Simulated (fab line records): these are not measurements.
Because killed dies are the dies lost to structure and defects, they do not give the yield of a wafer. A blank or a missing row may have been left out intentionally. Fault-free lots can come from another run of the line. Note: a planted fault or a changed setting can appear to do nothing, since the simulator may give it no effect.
fab line records	flow sky130
[record] lots = 13	wafers = 39	last-day = 50
route steps=708 shown LOCAL_INTERCONNECT@401 CAP2M@617 METAL4@630 METAL5@666 PAD_OPEN@708
lots with no fault: from the same line, run without faults
start-h: start of the lot's first displayed wafer, in hours after the record's first day	wait-h: hours from the lot's prior step to this one	" same as the row above	L1.1+2: a single row standing in for several wafers	- no value present, or no start provided	* or withheld: withheld	< > ~ a bound
route shown NAME@n: names a module that has steps shown in the file, with the first one's number in the route	usual: mean/standard deviation taken from wafers without a fault	same: alike in all rows	chamber/n: place in a boat	sites: readings site by site	_std_site: the standard deviation of these	_edge_site: the outer-site mean with the inner-site mean subtracted	radius-mm: how far each site lies from the wafer's centre	mask NAME#n: copy n	behind: tool/chamber where the wafer was last shaped	hold: cause of the lot's hold/its duration in hours/its outcome	device: transistor that didn't switch, given as n, p or np	end of line: the same wafers' tests at the end of the route	step lacking rows: just its recipe	killed: dies that structure and defects cost at the first sort, which is not the same as the wafer's yield	map: dies across one wafer; x = killed, . = not, _ = none there
set.NAME: setting as actually run; set.NAME@STEP: the setting as run at that earlier step	model.NAME: the simulator's own value behind a step, which no gauge read
one table for each step of the route and one row for each wafer, over a sample of lots
services: the hour from which a tool's chamber was out of use, counted from the record's first day as start-h (under 0 if before that day), plus the number of hours and why
[[steps]]
[step SKY_LOCAL_INTERCONNECT_METAL_ETCH_14]
[recipe] target-depth-nm = 110	stop-on = PSG	chemistry = Cl2/BCl3	target = TiN	resist-sidewall-deg = 88	pressure-mtorr = 10	icp-w = 900	bias-w = 48.5	Cl2_flow_sccm = 60	bcl3-flow-sccm = 30	time-s = 31.4
[usual] drypump-motor-current-A = 6.2/0.36	oes-product-au = 0.943/0.0087	throttle-valve-pct = 21.901/0.011
lot.wafer	tool	chamber	start-h	wait-h	drypump-motor-current-A	oes-product-au	rf-hours-counter-h	throttle-valve-pct
L670.1	rie-metal-03	0	699.59	0.0	5.9	0.951	15	21.888
L670.5	"	1	"	"	6.7	0.950	-	21.899
L670.6	"	0	"	"	5.9	0.941	-	21.910
L671.3	rie-metal-01	1	705.05	0.0	6.4	0.952	-	21.891
L671.4	"	0	"	"	5.7	0.952	-	21.905
L671.5	"	1	"	"	6.4	0.943	-	21.907
L673.2	rie-metal-01	0	725.38	0.0	5.7	0.956	14	21.885
L673.5	"	0	"	"	5.7	0.954	-	21.908
L673.6	"	1	"	"	6.3	0.951	-	21.903
L675.1	rie-metal-01	1	756.53	0.0	6.3	0.950	10	21.889
L675.2	"	0	"	"	5.7	0.938	15	21.891
L675.4	"	0	"	"	5.6	0.958	-	21.885
L676.2	rie-metal-02	0	760.14	0.0	5.8	0.937	12	21.896
L676.3	"	0	"	"	5.8	0.944	-	21.913
L676.6	"	1	"	"	6.4	0.947	-	21.902
L678.3	rie-metal-01	1	769.83	0.1	6.4	0.946	-	21.891
L678.4	"	1	"	"	6.4	0.949	-	21.885
L678.5	"	1	"	"	6.4	0.942	-	21.893
L677.4	rie-metal-03	1	770.80	0.1	6.7	0.940	-	21.910
L677.5	"	1	"	"	6.7	0.930	-	21.908
L677.6	"	1	"	"	6.8	0.936	-	21.900
L683.1	rie-metal-03	0	824.33	0.0	5.9	0.950	2	21.888
L683.3	"	1	"	"	6.8	0.952	-	21.895
L683.5	"	1	"	"	6.8	0.957	-	21.904
L685.1	rie-metal-02	1	832.84	0.0	6.4	0.939	4	21.898
L685.3	"	1	"	"	6.4	0.928	-	21.920
L685.5	"	0	"	"	5.8	0.939	-	21.901
L686.3	rie-metal-03	0	838.36	0.0	5.9	0.928	-	21.910
L686.5	"	0	"	"	5.9	0.927	-	21.916
L686.6	"	1	"	"	6.7	0.922	-	21.915
L689.2	rie-metal-02	0	848.23	0.0	5.8	0.923	16	21.914
L689.3	"	1	"	"	6.4	0.936	-	21.893
L689.4	"	0	"	"	5.8	0.934	-	21.887
L692.1	rie-metal-01	1	881.74	0.0	6.3	0.941	16	21.922
L692.4	"	0	"	"	5.7	0.940	-	21.910
L692.6	"	1	"	"	6.3	0.946	-	21.896
L693.1	rie-metal-02	1	884.20	0.1	6.4	0.946	7	21.901
L693.2	"	1	"	"	6.4	0.949	-	21.927
L693.4	"	1	"	"	6.5	0.939	-	21.893
[step SKY_CAP2M_STRIP_14]
[recipe] chemistry = O2/N2	power-w = 1400	pressure-mtorr = 1500	platen-temp-c = withheld	o2-flow-sccm = 3000	n2-flow-sccm = 300	overash-fraction = 0.5
[usual] drypump-motor-current-A = 6.0/0.68	oes-product-au = 0.711/0.0045	strip-time-to-endpoint-s = 12.68/0.04
lot.wafer	tool	chamber	start-h	wait-h	drypump-motor-current-A	oes-product-au	rf-hours-counter-h	strip-time-to-endpoint-s
L670.1	plasma-asher-02	0	949.08	0.1	5.6	0.715	51	12.71
L670.5	"	1	"	"	5.7	0.708	-	12.74
L670.6	"	0	"	"	5.7	0.709	-	12.66
L671.3	plasma-asher-04	1	953.96	0.1	6.7	0.708	-	12.68
L671.4	"	0	"	"	6.6	0.708	-	12.67
L671.5	"	1	"	"	6.7	0.718	-	12.66
L673.2	plasma-asher-04	0	973.17	0.1	6.6	0.708	114	12.78
L673.5	"	1	"	"	6.7	0.710	-	12.70
L673.6	"	0	"	"	6.6	0.707	-	12.81
L675.1	plasma-asher-01	0	1002.43	0.1	4.7	0.707	87	12.69
L675.2	"	1	"	"	6.3	0.713	87	12.66
L675.4	"	1	"	"	6.2	0.714	-	12.71
L676.2	plasma-asher-04	1	1002.73	0.1	6.6	0.716	117	12.68
L676.3	"	1	"	"	6.7	0.709	-	12.71
L676.6	"	1	"	"	6.7	0.710	-	12.68
L678.3	plasma-asher-01	1	1010.60	0.1	6.3	0.712	-	12.68
L678.4	"	0	"	"	4.7	0.711	-	12.70
L678.5	"	1	"	"	6.3	0.708	-	12.69
L677.4	plasma-asher-04	0	1011.75	0.1	6.6	0.709	-	12.66
L677.5	"	0	"	"	6.6	0.706	-	12.66
L677.6	"	1	"	"	6.7	0.720	-	12.61
L683.1	plasma-asher-01	1	1056.22	0.1	6.3	0.710	93	12.67
L683.3	"	0	"	"	4.7	0.714	-	12.62
L683.5	"	1	"	"	6.3	0.712	-	12.65
L685.1	plasma-asher-01	1	1064.18	0.1	6.3	0.704	94	12.59
L685.3	"	0	"	"	4.7	0.713	-	12.71
L685.5	"	0	"	"	4.7	0.716	-	12.66
L686.3	plasma-asher-04	0	1067.81	0.1	6.6	0.716	-	12.72
L686.5	"	0	"	"	6.6	0.714	-	12.65
L686.6	"	1	"	"	6.6	0.706	-	12.66
L689.2	plasma-asher-04	1	1078.23	0.1	6.7	0.715	1	12.70
L689.3	"	0	"	"	6.6	0.707	-	12.68
L689.4	"	1	"	"	6.7	0.712	-	12.69
L692.1	plasma-asher-01	0	1103.08	0.1	4.7	0.703	98	12.66
L692.4	"	1	"	"	6.3	0.712	-	12.72
L692.6	"	0	"	"	4.7	0.711	-	12.74
L693.1	plasma-asher-02	1	1107.75	0.1	5.7	0.716	67	12.67
L693.2	"	0	"	"	5.7	0.715	67	12.69
L693.4	"	1	"	"	5.7	0.708	-	12.69
[step SKY_METAL4_OVL_MEAS_14]
[usual] METAL4_OVL = -2/5.3
lot.wafer	tool	chamber	start-h	wait-h	METAL4_OVL[nm]
L670.1	overlay-01	-	974.74	0.1	-6
L670.5	"	-	"	"	-12
L670.6	"	-	"	"	-13
L671.3	overlay-01	-	978.30	0.1	2
L671.4	"	-	"	"	-2
L671.5	"	-	"	"	2
L673.2	overlay-01	-	997.86	0.1	-7
L673.5	"	-	"	"	2
L673.6	"	-	"	"	-4
L675.1	overlay-02	-	1025.79	0.1	0
L675.2	"	-	"	"	0
L675.4	"	-	"	"	-1
L676.2	overlay-01	-	1026.23	0.1	0
L676.3	"	-	"	"	2
L676.6	"	-	"	"	1
L678.3	overlay-02	-	1034.15	0.1	6
L678.4	"	-	"	"	7
L678.5	"	-	"	"	-2
L677.4	overlay-01	-	1035.31	0.1	-7
L677.5	"	-	"	"	-11
L677.6	"	-	"	"	-5
L683.1	overlay-01	-	1078.43	0.1	-2
L683.3	"	-	"	"	2
L683.5	"	-	"	"	-1
L685.1	overlay-01	-	1085.48	0.1	-1
L685.3	"	-	"	"	6
L685.5	"	-	"	"	5
L686.3	overlay-02	-	1089.20	0.1	2
L686.5	"	-	"	"	4
L686.6	"	-	"	"	4
L689.2	overlay-01	-	1099.79	0.1	-7
L689.3	"	-	"	"	-2
L689.4	"	-	"	"	-9
L692.1	overlay-01	-	1123.43	0.1	0
L692.4	"	-	"	"	1
L692.6	"	-	"	"	-7
L693.1	overlay-01	-	1128.04	0.1	-7
L693.2	"	-	"	"	-7
L693.4	"	-	"	"	-5
[step SKY_METAL5_RS_MEAS_05]
[recipe] thk-meas-gauge = four-point-probe	reads = TiN_of_METAL5_SPUTTER_04+Ti_of_METAL5_SPUTTER_03+AlCu_of_METAL5_SPUTTER_02+TiN_of_METAL5_SPUTTER_01+Ti_of_METAL5_SPUTTER_00
[usual] METAL5_ALCU_RS = 0.02707/0.00028
lot.wafer	tool	chamber	start-h	wait-h	METAL5_ALCU_RS[ohm/sq]
L670.1	film-metro-04	-	1000.93	0.0	0.02733
L670.5	"	-	"	"	0.02733
L670.6	"	-	"	"	0.02727
L671.3	film-metro-04	-	1004.35	0.1	0.02667
L671.4	"	-	"	"	0.0271
L671.5	"	-	"	"	0.02679
L673.2	film-metro-04	-	1022.80	0.0	0.02707
L673.5	"	-	"	"	0.02676
L673.6	"	-	"	"	0.02704
L675.1	film-metro-01	-	1051.43	0.0	0.02691
L675.2	"	-	"	"	0.02738
L675.4	"	-	"	"	0.02728
L676.2	film-metro-02	-	1051.93	0.0	0.02709
L676.3	"	-	"	"	0.02669
L676.6	"	-	"	"	0.027
L678.3	film-metro-01	-	1059.35	0.1	0.02711
L678.4	"	-	"	"	0.02698
L678.5	"	-	"	"	0.02762
L677.4	film-metro-04	-	1059.78	0.1	0.02675
L677.5	"	-	"	"	0.02658
L677.6	"	-	"	"	0.02677
L683.1	film-metro-02	-	1101.28	0.0	0.02705
L683.3	"	-	"	"	0.02714
L683.5	"	-	"	"	0.02728
L685.1	film-metro-01	-	1107.82	0.0	0.02736
L685.3	"	-	"	"	0.027
L685.5	"	-	"	"	0.02704
L686.3	film-metro-04	-	1111.89	0.1	0.02736
L686.5	"	-	"	"	0.02731
L686.6	"	-	"	"	0.02709
L689.2	film-metro-04	-	1123.24	0.0	0.02699
L689.3	"	-	"	"	0.02756
L689.4	"	-	"	"	0.02692
L692.1	film-metro-02	-	1145.81	0.0	0.02644
L692.4	"	-	"	"	0.02682
L692.6	"	-	"	"	0.02687
L693.1	film-metro-04	-	1148.92	0.0	0.02679
L693.2	"	-	"	"	0.02699
L693.4	"	-	"	"	0.02739
[step SKY_PAD_OPEN_PROBE_99]
[usual] killed_at_M0_to_M3 = 43/6.7	killed_at_M4_up = 3.2/1.9	killed-at-contacts = 24/5.9	killed-at-front-end = 15/4.1	killed-at-other = 0.3/0.56	killed-dies = 86/9.5	killed-open = 47/7.4	killed-short = 39/5.5
[same] gross-dies = 492	killed-at-back-side = 0
lot.wafer	tool	chamber	start-h	wait-h	killed_at_M0_to_M3	killed_at_M4_up	killed-at-contacts	killed-at-front-end	killed-at-other	killed-dies	killed-open	killed-short
L671.3	prober-02	-	1074.86	0.2	38	7	28	13	0	86	53	33
L671.4	prober-02	-	1074.91	0.2	40	5	22	10	2	79	31	48
L671.5	prober-02	-	1074.96	0.2	45	7	20	20	0	92	53	39
L683.1	prober-02	-	1160.89	0.1	42	7	60	17	0	126	49	34
L683.3	prober-02	-	1160.99	0.2	54	8	27	9	1	99	48	51
L683.5	prober-02	-	1161.09	0.2	40	4	13	12	0	69	33	36
L686.3	prober-01	-	1170.78	0.2	40	3	54	12	0	109	34	36
L686.5	prober-01	-	1170.88	0.2	25	2	73	10	0	110	39	29
L686.6	prober-01	-	1170.93	0.2	47	4	16	27	0	94	51	43
L693.1	prober-02	-	1202.32	0.1	49	1	21	10	0	81	38	43
L693.2	prober-02	-	1202.37	0.1	39	3	19	19	0	80	46	34
L693.4	prober-02	-	1202.47	0.2	53	4	20	12	0	89	47	42
// killed by level:class
L671.3 CONTACT:geometric-particle:open=12 VIA1:geometric-particle:open=12 CONTACT:geometric-particle:short=7 METAL1:geometric-particle:short=7 FIELD_ISO:geometric-particle:open=5 METAL4:geometric-particle:short=5 LI_CONTACT:geometric-particle:open=5 VIA2:geometric-particle:open=4
L671.4 LOCAL_INTERCONNECT:geometric-particle:short=8 METAL1:geometric-particle:short=7 VIA3:geometric-particle:open=6 METAL2:geometric-particle:short=6 CONTACT:geometric-particle:open=5 VIA1:geometric-particle:open=5 FIELD_ISO:geometric-particle:short=4 VIA1:geometric-particle:short=4
L671.5 VIA1:geometric-particle:open=15 VIA3:geometric-particle:open=9 CONTACT:geometric-particle:short=8 FIELD_ISO:geometric-particle:open=7 METAL2:geometric-particle:short=5 METAL1:geometric-particle:short=5 FIELD_ISO:geometric-particle:short=4 LI_CONTACT:geometric-particle:open=4
L683.1 LOCAL_INTERCONNECT:unspecified=43 VIA1:geometric-particle:open=12 CONTACT:geometric-particle:open=10 METAL1:geometric-particle:short=8 METAL4:geometric-particle:short=6 VIA2:geometric-particle:open=6 LI_CONTACT:geometric-particle:open=4 FIELD_ISO:geometric-particle:short=3
L683.3 VIA1:geometric-particle:open=14 CONTACT:geometric-particle:open=10 LI_CONTACT:geometric-particle:open=9 VIA3:geometric-particle:open=8 METAL4:geometric-particle:short=8 METAL1:geometric-particle:short=7 VIA1:geometric-particle:short=6 METAL2:geometric-particle:short=6
L683.5 VIA1:geometric-particle:open=6 CONTACT:geometric-particle:open=5 METAL1:geometric-particle:short=5 VIA2:geometric-particle:short=5 VIA3:geometric-particle:open=5 FIELD_ISO:geometric-particle:short=4 POLY_GATE:geometric-particle:short=4 METAL2:geometric-particle:short=4
L686.3 LOCAL_INTERCONNECT:unspecified=39 VIA1:geometric-particle:open=8 CONTACT:geometric-particle:open=7 VIA3:geometric-particle:open=6 VIA2:geometric-particle:short=5 METAL3:geometric-particle:short=5 METAL1:geometric-particle:short=4 METAL2:geometric-particle:short=4
L686.5 LOCAL_INTERCONNECT:unspecified=42 CONTACT:geometric-particle:open=15 CONTACT:geometric-particle:short=7 VIA1:geometric-particle:open=7 VIA2:geometric-particle:open=5 LOCAL_INTERCONNECT:geometric-particle:short=4 VIA3:geometric-particle:open=4 FIELD_ISO:geometric-particle:short=3
L686.6 VIA1:geometric-particle:open=9 POLY_GATE:geometric-particle:open=8 METAL1:geometric-particle:short=8 CONTACT:geometric-particle:open=8 VIA3:geometric-particle:open=7 FIELD_ISO:geometric-particle:open=6 METAL2:geometric-particle:short=6 VIA3:geometric-particle:short=6
L693.1 VIA1:geometric-particle:open=12 LOCAL_INTERCONNECT:geometric-particle:short=6 CONTACT:geometric-particle:open=6 METAL1:geometric-particle:short=6 VIA1:geometric-particle:short=5 CONTACT:geometric-particle:short=5 METAL2:geometric-particle:short=5 VIA2:geometric-particle:open=5
L693.2 VIA1:geometric-particle:open=10 FIELD_ISO:geometric-particle:open=6 VIA1:geometric-particle:short=6 CONTACT:geometric-particle:open=5 LI_CONTACT:geometric-particle:short=5 METAL2:geometric-particle:short=5 VIA2:geometric-particle:open=5 VIA3:geometric-particle:open=5
L693.4 VIA1:geometric-particle:open=13 VIA2:geometric-particle:open=8 LOCAL_INTERCONNECT:geometric-particle:short=5 CONTACT:geometric-particle:open=5 VIA1:geometric-particle:short=5 VIA2:geometric-particle:short=5 VIA3:geometric-particle:open=5 METAL1:geometric-particle:short=4
[[services]]
tool	chamber	start-h	hours	kind
plasma-asher-01	-	688.86	1.1	repair
rie-metal-03	-	691.38	0.4	repair
rie-metal-03	1	727.80	32.1	repair
rie-metal-03	0	750.64	4.3	repair
plasma-asher-02	-	758.76	0.7	repair
rie-metal-01	0	761.06	-	clean
rie-metal-01	0	761.06	20.0	scheduled-down
rie-metal-01	-	799.70	0.2	repair
rie-metal-03	-	804.14	2.8	pm
rie-metal-02	0	885.90	15.6	repair
plasma-asher-04	-	896.18	2.8	pm
plasma-asher-04	-	904.44	11.5	repair
rie-metal-03	-	910.90	0.3	repair
rie-metal-01	1	977.91	5.4	repair
rie-metal-03	1	988.77	2.8	repair
rie-metal-02	1	1005.55	6.0	repair
rie-metal-03	-	1007.54	1.5	repair
plasma-asher-02	-	1029.89	1.2	repair
plasma-asher-04	-	1055.25	9.0	pm
plasma-asher-04	0	1055.25	9.0	vent-cycle
plasma-asher-04	1	1055.25	9.0	vent-cycle
plasma-asher-04	0	1064.25	-	clean
plasma-asher-04	1	1064.25	-	clean
rie-metal-01	-	1067.51	14.6	pm
[[key]]
[first-sign] step = SKY_PAD_OPEN_PROBE_99	reading = killed-at-contacts	direction = up	sigmas = 6.5	usual = 24	struck = 62
[effect] step = SKY_PAD_OPEN_PROBE_99	reading = killed-dies	direction = up	sigmas = 3	usual = 86	struck = 115
met-at SKY_LOCAL_INTERCONNECT_METAL_ETCH_14
struck-lots L683,L686
struck-wafers L683.1,L686.3,L686.5
tester-left-out L683,L686
not-acting-at SKY_CAP2M_STRIP_14,SKY_METAL4_OVL_MEAS_14,SKY_METAL5_RS_MEAS_05
onset-between 699.59 824.33
[fault] kind = chamber-particle-source	tool = rie-metal-03	chamber = 0	onset-h = 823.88	steps = SKY_LOCAL_INTERCONNECT_METAL_ETCH_14	rate-per-visit-cm2 = 1.7076	end-h = 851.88
// tester-left-out: of these lots the tester's yield and bins aren't shown, on N5 and GAA mostly nor the transistor test; their killed dies are dies lost to structure and defects alone, not to doping, threshold or leakage, so they don't give the yield
